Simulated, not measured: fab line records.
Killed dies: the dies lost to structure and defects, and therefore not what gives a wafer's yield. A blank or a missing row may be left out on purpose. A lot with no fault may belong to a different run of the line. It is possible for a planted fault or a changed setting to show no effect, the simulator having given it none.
The tool behind it: which one? || flow sky130 || 12 lots, 36 wafers sampled, at 5 steps of a route of 708

== WHAT THE GAUGES READ, wafer by wafer ==
SKY_METAL3_OVL_MEAS_14. Usual: METAL3_OVL typically reads 2 nm, with standard deviation 5.2.
{"lot": "L644", "measured": "day 40 08:39", "on": "overlay-02", "METAL3_OVL (nm)": "6 6 10", "flag": ""}
{"lot": "L645", "measured": "day 40 13:35", "on": "overlay-02", "METAL3_OVL (nm)": "1 10 9", "flag": ""}
{"lot": "L646", "measured": "day 40 23:36", "on": "overlay-02", "METAL3_OVL (nm)": "-7 1 6", "flag": ""}
{"lot": "L649", "measured": "day 41 11:44", "on": "overlay-01", "METAL3_OVL (nm)": "0 7 2", "flag": ""}
{"lot": "L653", "measured": "day 42 18:39", "on": "overlay-02", "METAL3_OVL (nm)": "4 6 -6", "flag": ""}
{"lot": "L654", "measured": "day 43 07:19", "on": "overlay-02", "METAL3_OVL (nm)": "0 2 4", "flag": ""}
{"lot": "L655", "measured": "day 43 20:09", "on": "overlay-01", "METAL3_OVL (nm)": "-6 7 6", "flag": ""}
{"lot": "L657", "measured": "day 43 22:43", "on": "overlay-02", "METAL3_OVL (nm)": "9 3 -1", "flag": ""}
{"lot": "L656", "measured": "day 43 23:09", "on": "overlay-01", "METAL3_OVL (nm)": "-4 -8 4", "flag": ""}
{"lot": "L659", "measured": "day 44 11:17", "on": "overlay-02", "METAL3_OVL (nm)": "4 4 8", "flag": ""}
{"lot": "L660", "measured": "day 44 20:32", "on": "overlay-02", "METAL3_OVL (nm)": "-2 -2 -5", "flag": ""}
{"lot": "L661", "measured": "day 45 00:32", "on": "overlay-02", "METAL3_OVL (nm)": "4 -2 9", "flag": ""}

SKY_VIA3_THK_MEAS_23: measures by xrf. Usual: VIA3_W_THK typically reads 395 nm, with standard deviation 8.3.
{"lot": "L644", "measured": "day 41 12:02", "on": "film_metro-01", "VIA3_W_THK (nm)": "398 395 392", "flag": ""}
{"lot": "L645", "measured": "day 41 16:42", "on": "film_metro-02", "VIA3_W_THK (nm)": "394 383 385", "flag": ""}
{"lot": "L646", "measured": "day 42 02:08", "on": "film_metro-03", "VIA3_W_THK (nm)": "394 408 395", "flag": ""}
{"lot": "L649", "measured": "day 42 13:53", "on": "film_metro-01", "VIA3_W_THK (nm)": "403 389 404", "flag": ""}
{"lot": "L653", "measured": "day 43 19:37", "on": "film_metro-03", "VIA3_W_THK (nm)": "384 392 408", "flag": ""}
{"lot": "L654", "measured": "day 44 08:07", "on": "film_metro-02", "VIA3_W_THK (nm)": "411 389 405", "flag": ""}
{"lot": "L655", "measured": "day 44 21:51", "on": "film_metro-01", "VIA3_W_THK (nm)": "401 389 391", "flag": ""}
{"lot": "L657", "measured": "day 44 23:08", "on": "film_metro-03", "VIA3_W_THK (nm)": "390 390 398", "flag": ""}
{"lot": "L656", "measured": "day 44 23:43", "on": "film_metro-01", "VIA3_W_THK (nm)": "385 389 411", "flag": ""}
{"lot": "L659", "measured": "day 45 12:06", "on": "film_metro-02", "VIA3_W_THK (nm)": "394 404 398", "flag": ""}
{"lot": "L660", "measured": "day 45 20:34", "on": "film_metro-03", "VIA3_W_THK (nm)": "399 387 396", "flag": ""}
{"lot": "L661", "measured": "day 46 00:01", "on": "film_metro-03", "VIA3_W_THK (nm)": "402 387 389", "flag": ""}

== EACH LOT AND THE TOOL THAT RAN IT (in order: tool; ch and the chambers of the sampled wafers; start) ==
{"lot": "L644", "SKY_METAL3_DESCUM_15": "rie_metal-02 ch 0, day 40 08:42", "SKY_VIA3_COAT_07": "litho_track-02 ch 0, day 40 22:00", "SKY_VIA3_STRIP_16": "plasma_asher-02 ch 0,1, day 41 11:08"}
{"lot": "L645", "SKY_METAL3_DESCUM_15": "rie_metal-01 ch 0,1, day 40 13:38", "SKY_VIA3_COAT_07": "litho_track-04 ch 0, day 41 02:00", "SKY_VIA3_STRIP_16": "plasma_asher-02 ch 0,1, day 41 15:49"}
{"lot": "L646", "SKY_METAL3_DESCUM_15": "rie_metal-01 ch 0,1, day 40 23:38", "SKY_VIA3_COAT_07": "litho_track-02 ch 0, day 41 12:00", "SKY_VIA3_STRIP_16": "plasma_asher-03 ch 0,1, day 42 01:14"}
{"lot": "L649", "SKY_METAL3_DESCUM_15": "rie_metal-04 ch 0,1, day 41 11:47", "SKY_VIA3_COAT_07": "litho_track-02 ch 0, day 42 00:00", "SKY_VIA3_STRIP_16": "plasma_asher-03 ch 0,1, day 42 12:58"}
{"lot": "L653", "SKY_METAL3_DESCUM_15": "rie_metal-01 ch 0, day 42 18:41", "SKY_VIA3_COAT_07": "litho_track-03 ch 0, day 43 06:00", "SKY_VIA3_STRIP_16": "plasma_asher-01 ch 0,1, day 43 18:38"}
{"lot": "L654", "SKY_METAL3_DESCUM_15": "rie_metal-04 ch 0,1, day 43 07:21", "SKY_VIA3_COAT_07": "litho_track-04 ch 0, day 43 20:00", "SKY_VIA3_STRIP_16": "plasma_asher-01 ch 1, day 44 07:11"}
{"lot": "L655", "SKY_METAL3_DESCUM_15": "rie_metal-02 ch 0,1, day 43 20:11", "SKY_VIA3_COAT_07": "litho_track-03 ch 0, day 44 08:00", "SKY_VIA3_STRIP_16": "plasma_asher-02 ch 0,1, day 44 20:58"}
{"lot": "L657", "SKY_METAL3_DESCUM_15": "rie_metal-04 ch 0,1, day 43 22:45", "SKY_VIA3_COAT_07": "litho_track-02 ch 0, day 44 11:00", "SKY_VIA3_STRIP_16": "plasma_asher-02 ch 0,1, day 44 22:14"}
{"lot": "L656", "SKY_METAL3_DESCUM_15": "rie_metal-02 ch 0,1, day 43 23:11", "SKY_VIA3_COAT_07": "litho_track-04 ch 0, day 44 11:00", "SKY_VIA3_STRIP_16": "plasma_asher-01 ch 0,1, day 44 22:49"}
{"lot": "L659", "SKY_METAL3_DESCUM_15": "rie_metal-02 ch 0,1, day 44 11:20", "SKY_VIA3_COAT_07": "litho_track-03 ch 0, day 45 00:00", "SKY_VIA3_STRIP_16": "plasma_asher-01 ch 0,1, day 45 11:13"}
{"lot": "L660", "SKY_METAL3_DESCUM_15": "rie_metal-02 ch 0,1, day 44 20:35", "SKY_VIA3_COAT_07": "litho_track-02 ch 0, day 45 07:00", "SKY_VIA3_STRIP_16": "plasma_asher-03 ch 0,1, day 45 19:37"}
{"lot": "L661", "SKY_METAL3_DESCUM_15": "rie_metal-02 ch 0,1, day 45 00:34", "SKY_VIA3_COAT_07": "litho_track-02 ch 0, day 45 12:00", "SKY_VIA3_STRIP_16": "plasma_asher-02 ch 0,1, day 45 23:08"}
- SKY_METAL3_DESCUM_15: chemistry O2, time 8 s.
- SKY_VIA3_COAT_07: resist thk 450 nm.
- SKY_VIA3_STRIP_16: strips in O2/N2.

== AS READ BY THE TOOLS THEMSELVES (means over the sampled wafers that have a number; for cases with no such wafer, the mark the record gives instead) ==
SKY_METAL3_DESCUM_15. Usual: drypump_motor_current_A 5.3 A, standard deviation 0.31; oes_product_au 1.000 a.u., standard deviation 0.0069; temp_c 39.99 C, standard deviation 0.1.
{"lot": "L644", "tool": "rie_metal-02", "drypump_motor_current_A (A)": 5.1, "oes_product_au (a.u.)": 0.998, "temp_c (C)": 39.89, "flag": ""}
{"lot": "L645", "tool": "rie_metal-01", "drypump_motor_current_A (A)": 5.6, "oes_product_au (a.u.)": 1.000, "temp_c (C)": 40.06, "flag": ""}
{"lot": "L646", "tool": "rie_metal-01", "drypump_motor_current_A (A)": 5.5, "oes_product_au (a.u.)": 0.996, "temp_c (C)": 39.94, "flag": ""}
{"lot": "L649", "tool": "rie_metal-04", "drypump_motor_current_A (A)": 5.1, "oes_product_au (a.u.)": 0.993, "temp_c (C)": 39.97, "flag": ""}
{"lot": "L653", "tool": "rie_metal-01", "drypump_motor_current_A (A)": 5.8, "oes_product_au (a.u.)": 1.010, "temp_c (C)": 39.99, "flag": ""}
{"lot": "L654", "tool": "rie_metal-04", "drypump_motor_current_A (A)": 5.4, "oes_product_au (a.u.)": 0.990, "temp_c (C)": 39.93, "flag": ""}
{"lot": "L655", "tool": "rie_metal-02", "drypump_motor_current_A (A)": 5.4, "oes_product_au (a.u.)": 1.006, "temp_c (C)": 39.94, "flag": ""}
{"lot": "L657", "tool": "rie_metal-04", "drypump_motor_current_A (A)": 5.4, "oes_product_au (a.u.)": 1.002, "temp_c (C)": 40.02, "flag": ""}
{"lot": "L656", "tool": "rie_metal-02", "drypump_motor_current_A (A)": 5.3, "oes_product_au (a.u.)": 0.999, "temp_c (C)": 40.09, "flag": ""}
{"lot": "L659", "tool": "rie_metal-02", "drypump_motor_current_A (A)": 5.3, "oes_product_au (a.u.)": 1.001, "temp_c (C)": 40.14, "flag": ""}
{"lot": "L660", "tool": "rie_metal-02", "drypump_motor_current_A (A)": 5.3, "oes_product_au (a.u.)": 1.003, "temp_c (C)": 39.93, "flag": ""}
{"lot": "L661", "tool": "rie_metal-02", "drypump_motor_current_A (A)": 5.3, "oes_product_au (a.u.)": 0.998, "temp_c (C)": 40.06, "flag": ""}

SKY_VIA3_STRIP_16. Usual: drypump_motor_current_A 6.0 A, standard deviation 0.41; oes_product_au 0.403 a.u., standard deviation 0.0046; strip_time_to_endpoint_s 4.133 s, standard deviation 0.023.
{"lot": "L644", "tool": "plasma_asher-02", "drypump_motor_current_A (A)": 6.0, "oes_product_au (a.u.)": 0.404, "strip_time_to_endpoint_s (s)": 4.139, "flag": ""}
{"lot": "L645", "tool": "plasma_asher-02", "drypump_motor_current_A (A)": 6.1, "oes_product_au (a.u.)": 0.403, "strip_time_to_endpoint_s (s)": 4.132, "flag": ""}
{"lot": "L646", "tool": "plasma_asher-03", "drypump_motor_current_A (A)": 6.3, "oes_product_au (a.u.)": 0.407, "strip_time_to_endpoint_s (s)": 4.215, "flag": "OFF"}
{"lot": "L649", "tool": "plasma_asher-03", "drypump_motor_current_A (A)": 6.3, "oes_product_au (a.u.)": 0.402, "strip_time_to_endpoint_s (s)": 4.240, "flag": "OFF"}
{"lot": "L653", "tool": "plasma_asher-01", "drypump_motor_current_A (A)": 5.8, "oes_product_au (a.u.)": 0.399, "strip_time_to_endpoint_s (s)": 4.128, "flag": ""}
{"lot": "L654", "tool": "plasma_asher-01", "drypump_motor_current_A (A)": 6.1, "oes_product_au (a.u.)": 0.402, "strip_time_to_endpoint_s (s)": 4.126, "flag": ""}
{"lot": "L655", "tool": "plasma_asher-02", "drypump_motor_current_A (A)": 6.1, "oes_product_au (a.u.)": 0.401, "strip_time_to_endpoint_s (s)": 4.145, "flag": ""}
{"lot": "L657", "tool": "plasma_asher-02", "drypump_motor_current_A (A)": 6.0, "oes_product_au (a.u.)": 0.401, "strip_time_to_endpoint_s (s)": 4.128, "flag": ""}
{"lot": "L656", "tool": "plasma_asher-01", "drypump_motor_current_A (A)": 5.4, "oes_product_au (a.u.)": 0.406, "strip_time_to_endpoint_s (s)": 4.138, "flag": ""}
{"lot": "L659", "tool": "plasma_asher-01", "drypump_motor_current_A (A)": 5.8, "oes_product_au (a.u.)": 0.398, "strip_time_to_endpoint_s (s)": 4.149, "flag": ""}
{"lot": "L660", "tool": "plasma_asher-03", "drypump_motor_current_A (A)": 6.3, "oes_product_au (a.u.)": 0.402, "strip_time_to_endpoint_s (s)": 4.131, "flag": ""}
{"lot": "L661", "tool": "plasma_asher-02", "drypump_motor_current_A (A)": 6.0, "oes_product_au (a.u.)": 0.406, "strip_time_to_endpoint_s (s)": 4.156, "flag": ""}

== THE ANSWER, worked out from the rows above alone ==
Rule: a lot is off if the mean of its wafers that have a number lies more than 3 standard deviations from the usual mean. A lot without any number at a reading at which 4 lots or more have one is off too. Any other lot the step has rows for is counted as sound. After the gauges, taken in route order, come the tools' own readings; for these a lot's mean is taken, as printed above. At the first step where some lot is off, the reading lying furthest off is the one used; lots without a number count as furthest.
Off: L646, L649 (SKY_VIA3_STRIP_16, strip_time_to_endpoint_s).
If a tool, at that step or one of the process steps before it, ran each lot that is off and ran no sound lot following the first of them, it fits. Not one of the candidates tried fits.

== WHAT THE SIMULATOR HAD PUT IN ==
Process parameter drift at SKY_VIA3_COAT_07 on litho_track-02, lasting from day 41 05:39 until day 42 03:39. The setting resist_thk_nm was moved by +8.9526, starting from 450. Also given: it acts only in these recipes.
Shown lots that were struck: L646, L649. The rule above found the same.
